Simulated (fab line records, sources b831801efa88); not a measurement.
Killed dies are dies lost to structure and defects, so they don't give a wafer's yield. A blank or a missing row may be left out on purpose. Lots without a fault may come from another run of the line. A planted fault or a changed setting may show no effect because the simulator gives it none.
Which tool did it? | flow sky130 | 13 lots, 39 wafers sampled, at 5 steps of a route of 708

WHAT THE GAUGES READ, wafer by wafer
SKY_FIELD_ISO_BOW_MEAS_00. Usual: INCOMING_BOW 1 um, standard deviation 6.1.
lot  | measured    | on            | INCOMING_BOW (um) | flag
L173 | day 1 10:00 | film_metro-03 | 10 1 -3           |
L174 | day 1 15:01 | film_metro-03 | -4 -10 -9         |
L180 | day 2 21:01 | film_metro-03 | 7 11 -6           |
L181 | day 3 02:01 | film_metro-01 | 2 0 -8            |
L183 | day 3 12:04 | film_metro-02 | 1 -1 0            |
L188 | day 4 13:02 | film_metro-03 | 8 6 5             |
L190 | day 4 23:00 | film_metro-02 | 4 -4 7            |
L191 | day 5 04:01 | film_metro-01 | -2 -4 5           |
L192 | day 5 09:00 | film_metro-02 | 0 11 5            |
L193 | day 5 14:01 | film_metro-03 | 0 5 1             |
L194 | day 5 19:00 | film_metro-01 | 4 7 -2            |
L195 | day 6 00:00 | film_metro-02 | 3 6 -6            |
L196 | day 6 05:00 | film_metro-03 | -2 2 -7           |

SKY_VT_ADJUST_NCORE_OVL_MEAS_08. Usual: VT_ADJUST_NCORE_OVL -0.2 nm, standard deviation 1.7.
lot  | measured     | on         | VT_ADJUST_NCORE_OVL (nm) | flag
L173 | day 8 18:05  | overlay-01 | -0.4 -0.3 -0.2           |
L174 | day 8 23:01  | overlay-02 | 1.2 0.4 0.6              |
L180 | day 10 17:53 | overlay-01 | -1.3 -2.4 -2.2           |
L181 | day 11 01:22 | overlay-02 | 0.7 0.8 0.2              |
L183 | day 11 12:17 | overlay-01 | 3.7 2.3 2.9              |
L188 | day 13 00:26 | overlay-01 | 1.5 3.8 2.9              |
L190 | day 13 11:23 | overlay-01 | 0.4 0.3 -0.6             |
L191 | day 13 19:36 | overlay-02 | -3.2 -2.4 -1.2           |
L192 | day 14 02:05 | overlay-01 | 0.2 0.2 0.1              |
L193 | day 14 09:00 | overlay-02 | 0.3 -0.2 0.1             |
L194 | day 14 16:53 | overlay-02 | -0.9 -0.9 -1.9           |
L195 | day 14 23:08 | overlay-02 | -2.9 -2.1 -2.3           |
L196 | day 15 01:59 | overlay-02 | -0.7 -1.1 -0.8           |

SKY_VT_ADJUST_NCORE_TW_MEAS_11. Usual: VT_ADJUST_NCORE_TW 217.6, standard deviation 1.6.
lot  | measured     | on            | VT_ADJUST_NCORE_TW | flag
L173 | day 8 18:22  | film_metro-03 | 216.5 216.6 216.7  |
L174 | day 8 23:18  | film_metro-03 | 216.0 216.0 216.9  |
L180 | day 10 18:11 | film_metro-02 | 217.3 216.3 217.2  |
L181 | day 11 01:39 | film_metro-01 | 237.1 238.2 237.0  | OFF
L183 | day 11 12:35 | film_metro-01 | 238.1 238.1 239.1  | OFF
L188 | day 13 00:44 | film_metro-03 | 216.7 215.4 217.0  |
L190 | day 13 11:40 | film_metro-02 | 216.5 216.8 217.9  |
L191 | day 13 19:53 | film_metro-02 | 218.0 217.0 217.9  |
L192 | day 14 02:22 | film_metro-01 | 220.3 222.2 220.9  |
L193 | day 14 09:17 | film_metro-03 | 217.0 216.8 216.7  |
L194 | day 14 17:11 | film_metro-03 | 215.8 216.3 216.0  |
L195 | day 14 23:25 | film_metro-01 | 221.4 220.3 219.0  |
L196 | day 15 02:17 | film_metro-03 | 216.9 216.5 216.1  |

SKY_SONOS_TUNNEL_OVL_MEAS_08. Usual: SONOS_TUNNEL_OVL -0.5 nm, standard deviation 1.4.
lot  | measured     | on         | SONOS_TUNNEL_OVL (nm) | flag
L173 | day 11 13:55 | overlay-01 | -0.2 1.0 -1.3         |
L174 | day 11 18:24 | overlay-01 | -1.8 -3.5 -0.8        |
L180 | day 13 18:38 | overlay-01 | -1.2 -1.4 -2.1        |
L181 | day 14 01:40 | overlay-01 | -1.0 0.0 -1.1         |
L183 | day 14 13:35 | overlay-02 | -0.8 -2.1 -1.8        |
L188 | day 16 03:18 | overlay-01 | -2.2 -0.7 -1.2        |
L190 | day 16 15:49 | overlay-01 | -3.1 -2.1 -2.1        |
L191 | day 17 02:02 | overlay-01 | -1.6 -0.5 0.5         |
L192 | day 17 09:55 | overlay-01 | -1.8 0.1 -2.2         |
L193 | day 17 16:17 | overlay-01 | -1.9 -1.4 -1.9        |
L194 | day 18 04:07 | overlay-02 | 1.0 2.1 0.6           |
L195 | day 18 10:32 | overlay-01 | -0.4 -0.5 2.0         |
L196 | day 18 13:56 | overlay-01 | 2.2 1.9 2.0           |

WHICH TOOL RAN EACH LOT (tool, then ch and the chambers of the sampled wafers, then the start)
lot  | SKY_VT_ADJUST_NCORE_IMPLANT_09
L173 | implanter-02 ch 0, day 8 18:07
L174 | implanter-02 ch 0, day 8 23:04
L180 | implanter-02 ch 0, day 10 17:56
L181 | implanter-02 ch 0, day 11 01:25
L183 | implanter-02 ch 0, day 11 12:22
L188 | implanter-03 ch 0, day 13 00:31
L190 | implanter-03 ch 0, day 13 11:25
L191 | implanter-03 ch 0, day 13 19:39
L192 | implanter-03 ch 0, day 14 02:07
L193 | implanter-03 ch 0, day 14 09:03
L194 | implanter-03 ch 0, day 14 16:56
L195 | implanter-03 ch 0, day 14 23:10
L196 | implanter-01 ch 0, day 15 02:02
- SKY_VT_ADJUST_NCORE_IMPLANT_09

WHAT THE TOOLS THEMSELVES READ (means of the sampled wafers that have a number; where no wafer has one, the mark that the record gives instead)
SKY_VT_ADJUST_NCORE_IMPLANT_09. Usual: beam_energy_keV 10.000, standard deviation 0.0036; beam_on_s 10.01 s, standard deviation 0.21; dose_ions_cm2 2.4005e+12, standard deviation 2.6e+09.
lot  | tool         | beam_energy_keV | beam_on_s (s) | dose_ions_cm2 | flag
L173 | implanter-02 | 10.005          | 10.25         | 2.3979e+12    |
L174 | implanter-02 | 9.995           | 10.26         | 2.3985e+12    |
L180 | implanter-02 | 9.999           | 10.12         | 2.4013e+12    |
L181 | implanter-02 | 14.361          | 10.07         | 2.4018e+12    | OFF
L183 | implanter-02 | 14.362          | 10.00         | 2.3978e+12    | OFF
L188 | implanter-03 | 9.999           | 10.09         | 2.4027e+12    |
L190 | implanter-03 | 10.000          | 10.06         | 2.4011e+12    |
L191 | implanter-03 | 9.996           | 9.94          | 2.4014e+12    |
L192 | implanter-03 | 10.003          | 10.05         | 2.4014e+12    |
L193 | implanter-03 | 9.998           | 10.09         | 2.4018e+12    |
L194 | implanter-03 | 10.000          | 10.16         | 2.4013e+12    |
L195 | implanter-03 | 9.999           | 10.01         | 2.4010e+12    |
L196 | implanter-01 | 10.003          | 10.03         | 2.3976e+12    |

THE ANSWER, worked out from the rows above alone
Rule: a lot is off if the mean of its wafers that have a number lies more than 3 standard deviations from the usual mean. A lot without any number at a reading at which 4 lots or more have one is off too. The other lots that the step has rows for count as sound. The gauges are gone through in route order, then the tools' own readings, and for those a lot's mean is taken as printed above. The first step at which some lot is off is used, and at that step the reading that is off furthest; a lot without a number counts as furthest.
Off: L181, L183, at SKY_VT_ADJUST_NCORE_TW_MEAS_11 (VT_ADJUST_NCORE_TW).
A tool fits if, at a process step before that reading, it ran every lot that is off, and no sound lot after the first of them. The gauges at SKY_VT_ADJUST_NCORE_TW_MEAS_11 aren't tried: what is off there is off at SKY_VT_ADJUST_NCORE_IMPLANT_09 too, on other tools, and a gauge's error can't cause that. One fits: implanter-02 at SKY_VT_ADJUST_NCORE_IMPLANT_09. Its last sound lot is L180 (day 10 17:56), its first lot that is off L181 (day 11 01:25): a fault that began between those two fits.
The tool's own readings at SKY_VT_ADJUST_NCORE_IMPLANT_09 bear it out: on the lots that are off they differ by more than 5 times the standard deviation of the sound lots' means. beam_energy_keV reads 14.361 there against 10.000 on the sound lots.

WHAT THE SIMULATOR HAD PUT IN
Process parameter drift: implanter-02, from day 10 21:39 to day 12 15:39, at SKY_VT_ADJUST_NCORE_IMPLANT_09. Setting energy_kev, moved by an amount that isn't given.
Lots struck among those shown: L181, L183. The rule above found the same.
